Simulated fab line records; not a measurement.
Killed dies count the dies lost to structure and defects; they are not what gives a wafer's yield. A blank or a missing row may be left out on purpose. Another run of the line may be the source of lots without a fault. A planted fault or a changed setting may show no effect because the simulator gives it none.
Which of the tools did it? / flow sky130 / 13 lots, 39 wafers sampled, at 5 steps of a route of 708

## WHAT THE GAUGES READ, wafer by wafer
SKY_VT_ADJUST_NCORE_CD_MEAS_07 targets a cd of 380 nm.
lot=L610; measured=day 8 23:49; on=cd_sem-02; cd_nm (nm)=382.3 380.9 379.7
lot=L613; measured=day 9 20:24; on=cd_sem-01; cd_nm (nm)=381.8 378.8 381.1
lot=L614; measured=day 10 03:15; on=cd_sem-02; cd_nm (nm)=379.0 380.6 378.8
lot=L616; measured=day 10 18:14; on=cd_sem-01; cd_nm (nm)=380.8 379.5 380.8
lot=L618; measured=day 11 03:47; on=cd_sem-02; cd_nm (nm)=379.2 379.9 378.8
lot=L619; measured=day 11 10:58; on=cd_sem-02; cd_nm (nm)=378.4 378.9 376.7
lot=L621; measured=day 12 00:58; on=cd_sem-01; cd_nm (nm)=378.6 379.7 377.4
lot=L622; measured=day 12 09:41; on=cd_sem-02; cd_nm (nm)=381.2 380.6 380.7
lot=L623; measured=day 12 13:28; on=cd_sem-01; cd_nm (nm)=- - -
lot=L624; measured=day 12 23:37; on=cd_sem-01; cd_nm (nm)=379.2 378.3 378.2
lot=L625; measured=day 13 12:38; on=cd_sem-01; cd_nm (nm)=381.9 381.3 379.2
lot=L626; measured=day 13 17:05; on=cd_sem-02; cd_nm (nm)=380.2 376.8 377.4
lot=L629; measured=day 14 09:47; on=cd_sem-02; cd_nm (nm)=382.1 379.8 378.3

SKY_VT_ADJUST_NCORE_TW_MEAS_11.
lot=L610; measured=day 9 00:13; on=film_metro-01; VT_ADJUST_NCORE_TW=219.8 220.0 219.6
lot=L613; measured=day 9 20:48; on=film_metro-04; VT_ADJUST_NCORE_TW=217.7 217.4 218.7
lot=L614; measured=day 10 03:39; on=film_metro-01; VT_ADJUST_NCORE_TW=219.1 218.6 218.9
lot=L616; measured=day 10 18:37; on=film_metro-04; VT_ADJUST_NCORE_TW=216.4 215.8 217.6
lot=L618; measured=day 11 04:11; on=film_metro-01; VT_ADJUST_NCORE_TW=220.4 219.0 221.6
lot=L619; measured=day 11 11:22; on=film_metro-03; VT_ADJUST_NCORE_TW=216.5 216.6 217.1
lot=L621; measured=day 12 01:22; on=film_metro-03; VT_ADJUST_NCORE_TW=216.9 217.1 216.5
lot=L622; measured=day 12 10:05; on=film_metro-04; VT_ADJUST_NCORE_TW=217.7 216.7 217.4
lot=L623; measured=day 12 13:52; on=film_metro-03; VT_ADJUST_NCORE_TW=29.7 29.8 29.7
lot=L624; measured=day 13 00:01; on=film_metro-03; VT_ADJUST_NCORE_TW=217.0 218.8 218.6
lot=L625; measured=day 13 13:27; on=film_metro-04; VT_ADJUST_NCORE_TW=215.8 215.2 214.6
lot=L626; measured=day 13 17:29; on=film_metro-03; VT_ADJUST_NCORE_TW=218.3 218.1 216.7
lot=L629; measured=day 14 10:12; on=film_metro-04; VT_ADJUST_NCORE_TW=217.2 216.6 217.5

SKY_LOCAL_INTERCONNECT_RS_MEAS_01: the measuring method here is four-point-probe.
lot=L610; measured=day 29 16:38; on=film_metro-02; LOCAL_INTERCONNECT_TIN_RS (ohm/sq)=14.10 14.23 14.29
lot=L613; measured=day 30 21:04; on=film_metro-02; LOCAL_INTERCONNECT_TIN_RS (ohm/sq)=14.26 14.15 14.03
lot=L614; measured=day 31 01:25; on=film_metro-04; LOCAL_INTERCONNECT_TIN_RS (ohm/sq)=14.14 14.24 14.32
lot=L616; measured=day 31 22:02; on=film_metro-03; LOCAL_INTERCONNECT_TIN_RS (ohm/sq)=13.94 14.14 13.99
lot=L618; measured=day 32 05:47; on=film_metro-04; LOCAL_INTERCONNECT_TIN_RS (ohm/sq)=14.30 14.58 14.52
lot=L619; measured=day 32 13:35; on=film_metro-03; LOCAL_INTERCONNECT_TIN_RS (ohm/sq)=14.13 14.15 14.05
lot=L621; measured=day 33 03:52; on=film_metro-04; LOCAL_INTERCONNECT_TIN_RS (ohm/sq)=14.51 14.25 14.34
lot=L622; measured=day 33 15:32; on=film_metro-02; LOCAL_INTERCONNECT_TIN_RS (ohm/sq)=14.20 14.22 14.14
lot=L623; measured=day 33 19:53; on=film_metro-04; LOCAL_INTERCONNECT_TIN_RS (ohm/sq)=14.39 14.16 14.32
lot=L624; measured=day 34 04:52; on=film_metro-02; LOCAL_INTERCONNECT_TIN_RS (ohm/sq)=14.26 14.26 14.55
lot=L625; measured=day 34 19:56; on=film_metro-03; LOCAL_INTERCONNECT_TIN_RS (ohm/sq)=13.77 13.82 13.84
lot=L626; measured=day 35 00:37; on=film_metro-02; LOCAL_INTERCONNECT_TIN_RS (ohm/sq)=14.16 14.24 14.21
lot=L629; measured=day 35 19:01; on=film_metro-04; LOCAL_INTERCONNECT_TIN_RS (ohm/sq)=14.14 14.31 14.31

SKY_CONTACT_THK_MEAS_26: measures by xrf.
lot=L610; measured=day 32 03:07; on=film_metro-04; CONTACT_W_THK (nm)=345 343 347
lot=L613; measured=day 33 07:02; on=film_metro-01; CONTACT_W_THK (nm)=337 335 339
lot=L614; measured=day 33 09:49; on=film_metro-01; CONTACT_W_THK (nm)=334 337 334
lot=L616; measured=day 34 06:28; on=film_metro-01; CONTACT_W_THK (nm)=333 344 334
lot=L618; measured=day 34 14:22; on=film_metro-01; CONTACT_W_THK (nm)=331 330 341
lot=L619; measured=day 34 21:23; on=film_metro-01; CONTACT_W_THK (nm)=328 346 334
lot=L621; measured=day 35 10:37; on=film_metro-04; CONTACT_W_THK (nm)=330 343 331
lot=L622; measured=day 35 23:03; on=film_metro-04; CONTACT_W_THK (nm)=336 332 336
lot=L623; measured=day 36 04:02; on=film_metro-03; CONTACT_W_THK (nm)=343 343 344
lot=L624; measured=day 36 11:47; on=film_metro-04; CONTACT_W_THK (nm)=336 341 339
lot=L625; measured=day 37 02:49; on=film_metro-03; CONTACT_W_THK (nm)=339 349 332
lot=L626; measured=day 37 06:43; on=film_metro-03; CONTACT_W_THK (nm)=335 335 336
lot=L629; measured=day 38 02:14; on=film_metro-03; CONTACT_W_THK (nm)=342 332 335

## WHAT TOOL EACH LOT RAN ON (gives the tool, then ch and the chambers of the sampled wafers, and finally the start)
lot=L610; SKY_VT_ADJUST_NCORE_EXPOSE_04=iline_stepper-01 ch 0, day 8 13:32
lot=L613; SKY_VT_ADJUST_NCORE_EXPOSE_04=iline_stepper-01 ch 0, day 9 09:32
lot=L614; SKY_VT_ADJUST_NCORE_EXPOSE_04=iline_stepper-02 ch 0, day 9 16:11
lot=L616; SKY_VT_ADJUST_NCORE_EXPOSE_04=iline_stepper-02 ch 0, day 10 06:46
lot=L618; SKY_VT_ADJUST_NCORE_EXPOSE_04=iline_stepper-02 ch 0, day 10 17:22
lot=L619; SKY_VT_ADJUST_NCORE_EXPOSE_04=iline_stepper-02 ch 0, day 10 23:40
lot=L621; SKY_VT_ADJUST_NCORE_EXPOSE_04=iline_stepper-02 ch 0, day 11 13:26
lot=L622; SKY_VT_ADJUST_NCORE_EXPOSE_04=iline_stepper-01 ch 0, day 11 21:44
lot=L623; SKY_VT_ADJUST_NCORE_EXPOSE_04=iline_stepper-02 ch 0, day 12 01:33
lot=L624; SKY_VT_ADJUST_NCORE_EXPOSE_04=iline_stepper-02 ch 0, day 12 11:31
lot=L625; SKY_VT_ADJUST_NCORE_EXPOSE_04=iline_stepper-02 ch 0, day 13 00:08
lot=L626; SKY_VT_ADJUST_NCORE_EXPOSE_04=iline_stepper-01 ch 0, day 13 04:49
lot=L629; SKY_VT_ADJUST_NCORE_EXPOSE_04=iline_stepper-02 ch 0, day 13 21:23
- SKY_VT_ADJUST_NCORE_EXPOSE_04: exposes mask LVTN COMPLEMENT THIN, target cd 380 nm.

## AS READ BY THE TOOLS THEMSELVES (means over the sampled wafers that have a number; for cases with no such wafer, the mark the record gives instead)
The record holds no such reading with a usual standard deviation.

## THE ANSWER, worked out from the rows above alone
Rule: the usual values come from the lots themselves. The widest of any qualifying gaps counts: lots, ordered by their means at a reading, are off when they make up no more than a third of the lots, leave a main group of 4 or more, and stand apart from it by 3 or more times the standard deviation of that group's means. A main group whose means are all the same, to the digits that the tables above print for the reading, isn't used. A lot without any number at a reading at which 4 lots or more have one is off too. The other lots that the step has rows for count as sound. After the gauges, taken in route order, come the tools' own readings; for these a lot's mean is taken, as printed above. The first step at which some lot is off is used, and at that step the reading that is off furthest; a lot without a number counts as furthest.
Off at SKY_VT_ADJUST_NCORE_CD_MEAS_07 (cd_nm): L623. Without a number there: L623. Main group: mean 379.6 nm, sd 1.1.
If a tool, at a process step before that reading, ran all the lots that are off and no sound lot after the first of them, it fits. Not tried: the gauges at SKY_VT_ADJUST_NCORE_CD_MEAS_07; whatever is off there is also off at SKY_VT_ADJUST_NCORE_TW_MEAS_11, on other tools, and gauge error can't account for it. Of those tried, none fits.

## WHAT WAS PUT IN BY THE SIMULATOR
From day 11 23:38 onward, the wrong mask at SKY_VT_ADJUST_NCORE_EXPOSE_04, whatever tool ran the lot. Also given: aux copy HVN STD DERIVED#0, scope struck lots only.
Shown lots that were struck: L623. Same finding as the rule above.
